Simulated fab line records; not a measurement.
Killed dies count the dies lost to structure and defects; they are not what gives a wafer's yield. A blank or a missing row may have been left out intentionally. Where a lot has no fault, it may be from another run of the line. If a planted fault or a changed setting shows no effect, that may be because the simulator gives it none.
What tool caused it? :: flow gf180mcu :: 14 lots, 42 wafers sampled, at 4 steps of a route of 602

== WHAT EACH GAUGE READ, for each wafer ==
GF_HV_LDD_OVL_MEAS_47.
lot: L250
measured: day 12 12:07
on: overlay-01
HV_LDD_03_OVL (nm): 1.9 1.3 1.0

lot: L251
measured: day 12 15:02
on: overlay-01
HV_LDD_03_OVL (nm): -0.8 -0.3 0.3

lot: L252
measured: day 13 01:31
on: overlay-01
HV_LDD_03_OVL (nm): -0.4 1.3 1.8

lot: L253
measured: day 13 07:35
on: overlay-02
HV_LDD_03_OVL (nm): 2.5 0.9 1.4

lot: L254
measured: day 13 17:48
on: overlay-02
HV_LDD_03_OVL (nm): 0.3 2.2 1.9

lot: L256
measured: day 14 10:22
on: overlay-02
HV_LDD_03_OVL (nm): 1.6 2.6 2.2

lot: L255
measured: day 14 11:46
on: overlay-02
HV_LDD_03_OVL (nm): 0.3 0.5 3.4

lot: L257
measured: day 14 20:21
on: overlay-02
HV_LDD_03_OVL (nm): 0.6 -0.8 1.9

lot: L262
measured: day 16 15:06
on: overlay-01
HV_LDD_03_OVL (nm): 1.0 0.1 1.2

lot: L264
measured: day 17 04:51
on: overlay-01
HV_LDD_03_OVL (nm): 0.0 -1.6 -2.3

lot: L270
measured: day 19 03:51
on: overlay-01
HV_LDD_03_OVL (nm): 2.0 1.5 2.3

lot: L269
measured: day 19 05:46
on: overlay-02
HV_LDD_03_OVL (nm): 0.5 -0.1 0.3

lot: L272
measured: day 20 01:50
on: overlay-02
HV_LDD_03_OVL (nm): -0.3 1.8 -0.7

lot: L273
measured: day 20 08:04
on: overlay-02
HV_LDD_03_OVL (nm): 0.2 0.2 -1.0

GF_CONTACT_CD_MEAS_14: the cd target is 220 nm.
lot: L250
measured: day 16 03:46
on: cd sem-02
cd nm (nm): 221.9 220.8 220.5

lot: L251
measured: day 16 07:32
on: cd sem-02
cd nm (nm): 220.9 220.6 222.3

lot: L252
measured: day 16 18:26
on: cd sem-02
cd nm (nm): 219.4 220.2 219.3

lot: L253
measured: day 17 03:43
on: cd sem-02
cd nm (nm): 218.3 219.9 220.5

lot: L254
measured: day 17 10:58
on: cd sem-02
cd nm (nm): 220.5 220.6 220.9

lot: L256
measured: day 18 09:40
on: cd sem-01
cd nm (nm): 221.7 222.5 223.2

lot: L255
measured: day 18 10:49
on: cd sem-02
cd nm (nm): 221.4 220.7 220.7

lot: L257
measured: day 18 19:44
on: cd sem-02
cd nm (nm): 217.3 216.6 217.1

lot: L262
measured: day 20 17:42
on: cd sem-02
cd nm (nm): 219.7 218.3 220.4

lot: L264
measured: day 21 10:08
on: cd sem-02
cd nm (nm): 218.8 219.8 218.1

lot: L270
measured: day 23 06:22
on: cd sem-02
cd nm (nm): 216.5 216.1 215.1

lot: L269
measured: day 23 12:37
on: cd sem-02
cd nm (nm): 220.9 221.5 221.9

lot: L272
measured: day 24 04:02
on: cd sem-02
cd nm (nm): 219.4 218.8 218.8

lot: L273
measured: day 24 09:40
on: cd sem-01
cd nm (nm): 220.8 221.2 220.0

== TOOL THAT RAN EACH LOT (tool first, then ch and the chambers of the sampled wafers, then the start) ==
lot: L250
GF_SAB_ETCH_11: rie diel-01 ch 1,2, day 15 05:04
GF_SALICIDE_SPUTTER_03: pvd sputter-01, day 15 05:26

lot: L251
GF_SAB_ETCH_11: rie diel-01 ch 0,2,3, day 15 07:13
GF_SALICIDE_SPUTTER_03: pvd sputter-01, day 15 07:36

lot: L252
GF_SAB_ETCH_11: rie diel-04 ch 0,1,3, day 15 19:17
GF_SALICIDE_SPUTTER_03: pvd sputter-04, day 15 19:38

lot: L253
GF_SAB_ETCH_11: rie diel-01 ch 2,3, day 16 02:22
GF_SALICIDE_SPUTTER_03: pvd sputter-01, day 16 02:47

lot: L254
GF_SAB_ETCH_11: rie diel-01 ch 0,2, day 16 10:55
GF_SALICIDE_SPUTTER_03: pvd sputter-03, day 16 11:19

lot: L256
GF_SAB_ETCH_11: rie diel-01 ch 2,3, day 17 08:41
GF_SALICIDE_SPUTTER_03: pvd sputter-01, day 17 09:02

lot: L255
GF_SAB_ETCH_11: rie diel-04 ch 0,1, day 17 09:52
GF_SALICIDE_SPUTTER_03: pvd sputter-04, day 17 10:14

lot: L257
GF_SAB_ETCH_11: rie diel-02 ch 0,2,3, day 17 18:07
GF_SALICIDE_SPUTTER_03: pvd sputter-04, day 17 18:30

lot: L262
GF_SAB_ETCH_11: rie diel-02 ch 2,3, day 19 16:40
GF_SALICIDE_SPUTTER_03: pvd sputter-01, day 19 17:03

lot: L264
GF_SAB_ETCH_11: rie diel-02 ch 0,3, day 20 08:34
GF_SALICIDE_SPUTTER_03: pvd sputter-01, day 20 08:56

lot: L270
GF_SAB_ETCH_11: rie diel-04 ch 0,1,3, day 22 06:43
GF_SALICIDE_SPUTTER_03: pvd sputter-04, day 22 07:05

lot: L269
GF_SAB_ETCH_11: rie diel-01 ch 0,1, day 22 11:52
GF_SALICIDE_SPUTTER_03: pvd sputter-04, day 22 12:22

lot: L272
GF_SAB_ETCH_11: rie diel-04 ch 1,3, day 23 04:07
GF_SALICIDE_SPUTTER_03: pvd sputter-04, day 23 04:37

lot: L273
GF_SAB_ETCH_11: rie diel-04 ch 1,3, day 23 09:52
GF_SALICIDE_SPUTTER_03: pvd sputter-01, day 23 10:25
- GF_SAB_ETCH_11: etches SiO2 in C4F8/O2/Ar, target depth 55 nm, time 8.5 s.
- GF_SALICIDE_SPUTTER_03: material TiN, target thk 20 nm, time 16.7 s.

== AS READ BY THE TOOLS THEMSELVES (means over the sampled wafers that have a number; for cases with no such wafer, the mark the record gives instead) ==
GF_SAB_ETCH_11.
lot: L250
tool: rie diel-01
oes product au (a.u.): 0.988
rf fwd power W (W): 1473

lot: L251
tool: rie diel-01
oes product au (a.u.): 0.994
rf fwd power W (W): 1466

lot: L252
tool: rie diel-04
oes product au (a.u.): 0.997
rf fwd power W (W): 1462

lot: L253
tool: rie diel-01
oes product au (a.u.): 0.988
rf fwd power W (W): 1469

lot: L254
tool: rie diel-01
oes product au (a.u.): 0.981
rf fwd power W (W): 1467

lot: L256
tool: rie diel-01
oes product au (a.u.): 0.984
rf fwd power W (W): 1467

lot: L255
tool: rie diel-04
oes product au (a.u.): 0.983
rf fwd power W (W): 1461

lot: L257
tool: rie diel-02
oes product au (a.u.): 1.001
rf fwd power W (W): 1480

lot: L262
tool: rie diel-02
oes product au (a.u.): 1.030
rf fwd power W (W): 1718

lot: L264
tool: rie diel-02
oes product au (a.u.): 1.020
rf fwd power W (W): 1719

lot: L270
tool: rie diel-04
oes product au (a.u.): 0.996
rf fwd power W (W): 1469

lot: L269
tool: rie diel-01
oes product au (a.u.): 1.000
rf fwd power W (W): 1475

lot: L272
tool: rie diel-04
oes product au (a.u.): 0.989
rf fwd power W (W): 1462

lot: L273
tool: rie diel-04
oes product au (a.u.): 0.993
rf fwd power W (W): 1470

GF_SALICIDE_SPUTTER_03.
lot: L250
tool: pvd sputter-01
cathode dc power W (W): 6500.6
throttle valve pct (%): 30.4

lot: L251
tool: pvd sputter-01
cathode dc power W (W): 6500.5
throttle valve pct (%): 30.7

lot: L252
tool: pvd sputter-04
cathode dc power W (W): 6498.6
throttle valve pct (%): 31.1

lot: L253
tool: pvd sputter-01
cathode dc power W (W): 6499.7
throttle valve pct (%): 31.3

lot: L254
tool: pvd sputter-03
cathode dc power W (W): 6501.1
throttle valve pct (%): 30.0

lot: L256
tool: pvd sputter-01
cathode dc power W (W): 6500.4
throttle valve pct (%): 30.6

lot: L255
tool: pvd sputter-04
cathode dc power W (W): 6499.0
throttle valve pct (%): 30.9

lot: L257
tool: pvd sputter-04
cathode dc power W (W): 6500.6
throttle valve pct (%): 30.7

lot: L262
tool: pvd sputter-01
cathode dc power W (W): 6500.0
throttle valve pct (%): 30.5

lot: L264
tool: pvd sputter-01
cathode dc power W (W): 6500.0
throttle valve pct (%): 31.2

lot: L270
tool: pvd sputter-04
cathode dc power W (W): 6499.5
throttle valve pct (%): 31.1

lot: L269
tool: pvd sputter-04
cathode dc power W (W): 6498.6
throttle valve pct (%): 31.0

lot: L272
tool: pvd sputter-04
cathode dc power W (W): 6501.3
throttle valve pct (%): 31.0

lot: L273
tool: pvd sputter-01
cathode dc power W (W): 6498.8
throttle valve pct (%): 32.0

== THE ANSWER, worked out from the rows above alone ==
Rule: what is usual is taken from the lots themselves. The widest of any qualifying gaps counts: lots, ordered by their means at a reading, are off when they make up no more than a third of the lots, leave a main group of 4 or more, and stand apart from it by 3 or more times the standard deviation of that group's means. A main group is skipped when, at the precision printed for the reading in the tables above, its means are all equal. Also off: a lot with no number at a reading for which 4 or more lots have one. All remaining lots with rows at the step are treated as sound. The gauges are gone through in route order, then the tools' own readings, and for those a lot's mean is taken as printed above. At the first step where some lot is off, the reading lying furthest off is the one used; lots without a number count as furthest.
Off at GF_SAB_ETCH_11 (rf fwd power W): L262, L264. Main group: mean 1468 W, sd 5.4.
If a tool, at that step or one of the process steps before it, ran each lot that is off and ran no sound lot following the first of them, it fits. One fits: rie diel-02 at GF_SAB_ETCH_11. A fault onset in the window from L257 (day 17 18:07, its last sound lot) to L262 (day 19 16:40, its first lot off) fits.
The tool's own readings at GF_SAB_ETCH_11 bear it out: on the lots that are off they differ by more than 5 times the standard deviation of the sound lots' means. oes product au reads 1.025 a.u. there against 0.991 a.u. on the sound lots; rf fwd power W reads 1718 W there against 1468 W on the sound lots.

== WHAT THE SIMULATOR PUT IN ==
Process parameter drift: rie diel-02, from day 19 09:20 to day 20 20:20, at GF_SAB_ETCH_11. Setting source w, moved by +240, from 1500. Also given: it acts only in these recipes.
Shown lots that were struck: L262, L264. The rule given above showed the same thing.
